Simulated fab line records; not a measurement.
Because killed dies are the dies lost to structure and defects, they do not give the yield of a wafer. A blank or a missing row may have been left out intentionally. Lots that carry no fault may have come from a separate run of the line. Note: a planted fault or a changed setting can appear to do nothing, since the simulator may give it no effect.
Struck lot and sound lot, side by side | flow sfqLine | 17 out of 325 route steps
Sound: the wafers L179.2, L179.3, L179.4. Wafers L192.2, L192.4, L192.5 were the ones struck. At the end, the cause is stated.
Order at every step that has rows: each side's tool, ch and its chambers, its first start. Under that, the readings that differ: sound wafers | struck wafers | difference of the means | sigmas: that difference in standard deviations of wafers without a fault.
alike: readings with means less than 2 such deviations apart, plus words and numbers identical on both sides. not compared: withheld readings, readings lacking a value on some wafer, bounds such as >300 that could conceal the same value, and numbers that have no deviation in the record and whose values overlap.
Wherever a step has rows on one side only, a row that says differs or no value, or a row with sigmas, the two part there. Non-overlapping numbers with no deviation appear without sigmas and do not part them. A reading missing from all wafers of one side parts the sides only when that side holds two or more wafers.

SFQ_TRILAYER_I3_VIA_BARC_OPEN_VIA_ETCH_121: etches BARC in O2, target depth 125 nm, time 41.7 s.
  sound on rieDiel-04 ch 0,1,2, day 32 13:01; struck on rieDiel-03 ch 1,2,3, day 37 07:40
  alike: drypumpMotorCurrentA, oesProductAu
  not compared: rfHoursCounterH
SFQ_TRILAYER_I3_VIA_ETCH_VIA_ETCH_088: etches SiO2 in CHF3, stops on Nb, target depth 260 nm.
  sound on rieDiel-04 ch 0,1,2, day 32 13:03; struck on rieDiel-03 ch 1,2,3, day 37 07:42
  alike: drypumpMotorCurrentA, oesProductAu
SFQ_TRILAYER_I3_VIA_STRIP_STRIP_089: strips in O2.
  sound on rieMetal-03 ch 0,1, day 32 13:10; struck on rieMetal-01 ch 0,1, day 37 07:49
  alike: drypumpMotorCurrentA, heBacksideLeakSccm, oesProductAu
  not compared: rfHoursCounterH
then, 2 steps without rows for these wafers: SFQ_TRILAYER_I3_VIA_STRIP_SOLV_CLEAN_090 (cleans in NMP, time 600 s); SFQ_TRILAYER_M4_DEP_PRE_CLEAN_092 (time 22.5 s).
SFQ_TRILAYER_M4_DEP_SPUTTER_091: material Nb, target thk 200 nm, time 133.3 s.
  struck on pvdSputter-03, day 37 08:37; sound on pvdSputter-04, day 32 13:58
  alike: throttleValvePct
SFQ_M4_RS_MEAS_924: uses a four-point probe to measure.
  struck on filmMetro-04, day 37 08:44; sound on filmMetro-03, day 32 14:05
  alike: M4_NB_RS
then, 4 steps without rows for these wafers: SFQ_TRILAYER_M4_LITHO_COAT_098 (resist thk 62 nm); SFQ_TRILAYER_M4_LITHO_COAT_093 (resist thk 600 nm); SFQ_TRILAYER_M4_LITHO_SOFTBAKE_097; SFQ_TRILAYER_M4_LITHO_EXPOSE_094 (exposes mask M4, target cd 500 nm).
SFQ_TRILAYER_M4_LITHO_PEB_096: peb time 60 s.
  sound on lithoTrack-03 ch 0, day 35 05:05; struck on lithoTrack-01 ch 0, day 39 01:58
  alike: exhaustPa, resistLineTempC
then, 1 step without rows for these wafers: SFQ_TRILAYER_M4_LITHO_DEVELOP_095 (time 60 s).
SFQ_M4_OVL_MEAS_926:
  struck on overlay-02, day 39 02:14; sound on overlay-02, day 35 05:22
  alike: M4_OVL
SFQ_TRILAYER_M4_BARC_OPEN_METAL_ETCH_123: etches BARC in O2, target depth 125 nm, time 41.7 s.
  sound on rieMetal-02 ch 0,1, day 35 05:23; struck on rieMetal-04 ch 0,1, day 39 02:16
reading                  | sound             | struck            | difference | sigmas
drypumpMotorCurrentA (A) | 5.9 5.7 5.9       | 4.8 4.9 5.1       | -0.9       | -2
model.M4.cdNm (nm)       | 499.7 500.5 499.4 | 488.7 488.8 487.9 | -11.4      | 
  alike: heBacksideLeakSccm, oesProductAu
  not compared: rfHoursCounterH
SFQ_TRILAYER_M4_ETCH_METAL_ETCH_096: etches Nb in Cl2/Ar, stops on SiO2, target depth 240 nm, time 120 s.
  sound on rieMetal-02 ch 0,1, day 35 05:27; struck on rieMetal-04 ch 0,1, day 39 02:20
reading                  | sound           | struck          | difference | sigmas
drypumpMotorCurrentA (A) | 5.9 5.8 6.0     | 4.8 4.9 5.1     | -1.0       | -3
model.M4.cdNm (nm)       | 499.1 500 497.4 | 486 484.3 488.4 | -13        | 
  alike: heBacksideLeakSccm, oesProductAu
  not compared: rfHoursCounterH
SFQ_TRILAYER_M4_STRIP_STRIP_097: strips in O2.
  sound on rieMetal-02 ch 0,1, day 35 05:35; struck on rieMetal-04 ch 0,1, day 39 02:28
reading                  | sound       | struck      | difference | sigmas
drypumpMotorCurrentA (A) | 5.9 5.8 6.0 | 4.8 4.9 5.1 | -1.0       | -3
  alike: heBacksideLeakSccm, oesProductAu
  not compared: rfHoursCounterH

## WHERE THEY PART
At SFQ_TRILAYER_M4_BARC_OPEN_METAL_ETCH_123 first; at SFQ_TRILAYER_M4_STRIP_STRIP_097 last (within this record only).

WHY: the cause the simulator had injected
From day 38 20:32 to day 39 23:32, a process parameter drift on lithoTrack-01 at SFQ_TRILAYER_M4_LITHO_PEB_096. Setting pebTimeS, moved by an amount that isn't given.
